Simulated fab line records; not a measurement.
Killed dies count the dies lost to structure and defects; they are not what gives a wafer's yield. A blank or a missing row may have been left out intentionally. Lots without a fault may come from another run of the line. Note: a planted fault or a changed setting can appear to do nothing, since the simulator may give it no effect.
Chamber matching || flow sky130 || 4 sister chambers for SKY_VIA3_CMP_02 on cmp-01
The step polishes SiO2. 8 wafers are shown with their chamber, then 12 later ones without.

## WAFERS, EACH WITH ITS CHAMBER
{"wafer": "L081.4", "chamber": 0, "motorCurrentA (A)": 11.9}
{"wafer": "L082.5", "chamber": 1, "motorCurrentA (A)": 13.0}
{"wafer": "L084.1", "chamber": 3, "motorCurrentA (A)": 11.4}
{"wafer": "L084.3", "chamber": 0, "motorCurrentA (A)": 11.6}
{"wafer": "L084.4", "chamber": 2, "motorCurrentA (A)": 14.1}
{"wafer": "L084.2", "chamber": 1, "motorCurrentA (A)": 12.0}
{"wafer": "L084.5", "chamber": 3, "motorCurrentA (A)": 12.5}
{"wafer": "L084.6", "chamber": 2, "motorCurrentA (A)": 13.5}

## WAFERS WITH NO CHAMBER GIVEN
{"wafer": "L085.3", "motorCurrentA (A)": 12.2}
{"wafer": "L085.4", "motorCurrentA (A)": 12.4}
{"wafer": "L085.5", "motorCurrentA (A)": 13.4}
{"wafer": "L086.2", "motorCurrentA (A)": 13.8}
{"wafer": "L086.4", "motorCurrentA (A)": 13.2}
{"wafer": "L086.6", "motorCurrentA (A)": 12.8}
{"wafer": "L093.3", "motorCurrentA (A)": 13.3}
{"wafer": "L093.4", "motorCurrentA (A)": 12.8}
{"wafer": "L093.5", "motorCurrentA (A)": 12.4}
{"wafer": "L093.1", "motorCurrentA (A)": 12.3}
{"wafer": "L093.2", "motorCurrentA (A)": 12.2}
{"wafer": "L093.6", "motorCurrentA (A)": 14.4}

## WHICH CHAMBER EACH WENT THROUGH
{"wafer": "L085.3", "from the rows above": "can't be placed: 3 or 1 or 0", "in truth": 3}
{"wafer": "L085.4", "from the rows above": "can't be placed: 1 or 3 or 0", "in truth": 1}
{"wafer": "L085.5", "from the rows above": "can't be placed: 2 or 1 or 3", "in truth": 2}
{"wafer": "L086.2", "from the rows above": 2, "in truth": 2}
{"wafer": "L086.4", "from the rows above": "can't be placed: 2 or 1 or 3 or 0", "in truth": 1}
{"wafer": "L086.6", "from the rows above": "can't be placed: 1 or 3 or 2 or 0", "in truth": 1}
{"wafer": "L093.3", "from the rows above": "can't be placed: 2 or 1 or 3 or 0", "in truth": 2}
{"wafer": "L093.4", "from the rows above": "can't be placed: 1 or 3 or 2 or 0", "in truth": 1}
{"wafer": "L093.5", "from the rows above": "can't be placed: 1 or 3 or 0", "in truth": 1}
{"wafer": "L093.1", "from the rows above": "can't be placed: 1 or 3 or 0", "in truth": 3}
{"wafer": "L093.2", "from the rows above": "can't be placed: 3 or 1 or 0", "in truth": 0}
{"wafer": "L093.6", "from the rows above": 2, "in truth": 2}
Correctly placed: 2 of 12. From these rows, 10 cannot be placed; in 10 the true chamber is one of the candidates. 0 placed wrongly.
How it was worked out, from the rows above alone: a wafer's distance from a chamber is the root of the sum, over the readings, of the square of ((its reading less the chamber's mean) divided by the reading's scatter). If the next closest chamber is less than 2 further off than the closest, the wafer can't be placed; otherwise it belongs to the closest. The mean given for a chamber averages the wafers shown for that chamber. The scatter: take each reading less its chamber's mean, square it, sum over the shown wafers, divide by the number of wafers less the number of chambers, and take the root.
